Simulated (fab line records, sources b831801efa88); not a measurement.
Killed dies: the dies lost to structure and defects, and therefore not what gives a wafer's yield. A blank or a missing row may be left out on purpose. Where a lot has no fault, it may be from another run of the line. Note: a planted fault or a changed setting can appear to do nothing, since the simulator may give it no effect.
A lot that was struck, set against a sound lot ; flow gf180mcu ; 14 steps out of a route of 602
Sound: these wafers, L265.4, L265.5, L265.6. Wafers struck: L277.2, L277.3, L277.5. The cause comes at the end.
At each step with rows: each side's tool, then ch and its chambers, then its first start. Under that, the readings that differ: sound wafers ; struck wafers ; difference of the means ; sigmas: that difference in standard deviations of wafers without a fault.
alike: readings with means less than 2 such deviations apart, plus words and numbers identical on both sides. not compared: withheld readings, readings lacking a value on some wafer, bounds such as >300 that could conceal the same value, and numbers that have no deviation in the record and whose values overlap.
The two part at a step that has a row with sigmas, a row that says differs or no value, or rows on one side only. When numbers do not overlap yet have no deviation, they are printed without sigmas and do not part them. A reading that every wafer of one side lacks parts them only if that side has two wafers or more.

first, 2 steps without rows for these wafers: GF_NSD_PEB_05; GF_NSD_DEVELOP_06 (develop time 60 s).
GF_NSD_CD_MEAS_07 targets a cd of 400 nm.
  sound: cd-sem-01 at day 13 20:09; struck: cd-sem-01 at day 18 01:06
  alike: cd-nm
GF_NSD_OVL_MEAS_08:
  sound: overlay-01 at day 13 20:14; struck: overlay-01 at day 18 01:12
  alike: NSD_OVL
then, 2 steps without rows for these wafers: GF_NSD_IMPLANT_09; GF_NSD_IMPLANT_10.
GF_NSD_STRIP_11: strips in O2/N2.
  sound on plasma-asher-03 ch 0,1, day 13 20:35; struck on plasma-asher-04 ch 0,1, day 18 01:32
reading;sound;struck;difference;sigmas
strip-time-to-endpoint-s (s);22.90 22.87 22.90;22.96 23.02 23.03;+0.11;+3
  alike: drypump-motor-current-A, heater-power-w, oes-product-au
  not compared: rf-hours-counter-h
GF_NSD_TW_MEAS_12:
  sound: film-metro-04 at day 13 20:41; struck: film-metro-01 at day 18 01:38
reading;sound;struck;difference;sigmas
NSD_TW;4373 4346 4349;4203 4198 4184;-161;-3
then, 4 steps without rows for these wafers: GF_PSD_DEHYDRATE_00 (time 60 s); GF_PSD_HMDS_01 (prime time 60 s); GF_PSD_COAT_02 (resist thk 1000 nm); GF_PSD_SOFTBAKE_03 (time 60 s).
GF_PSD_EXPOSE_04: exposes mask Pplus, target cd 400 nm.
  struck on iline-stepper-01, day 18 12:53; sound on iline-stepper-01 ch 0, day 14 07:04
  no value came back on the struck wafers for exposure-dose-mJ-cm2, focus-offset-nm (nm); on the sound wafers exposure-dose-mJ-cm2 reads 141.11 141.14 141.21
  alike: mask
next, for these wafers, 1 step has no rows: GF_PSD_PEB_05.

== WHERE THEY PART ==
First at GF_NSD_STRIP_11; last, within this record, at GF_PSD_EXPOSE_04.

WHY: whatever the simulator had introduced
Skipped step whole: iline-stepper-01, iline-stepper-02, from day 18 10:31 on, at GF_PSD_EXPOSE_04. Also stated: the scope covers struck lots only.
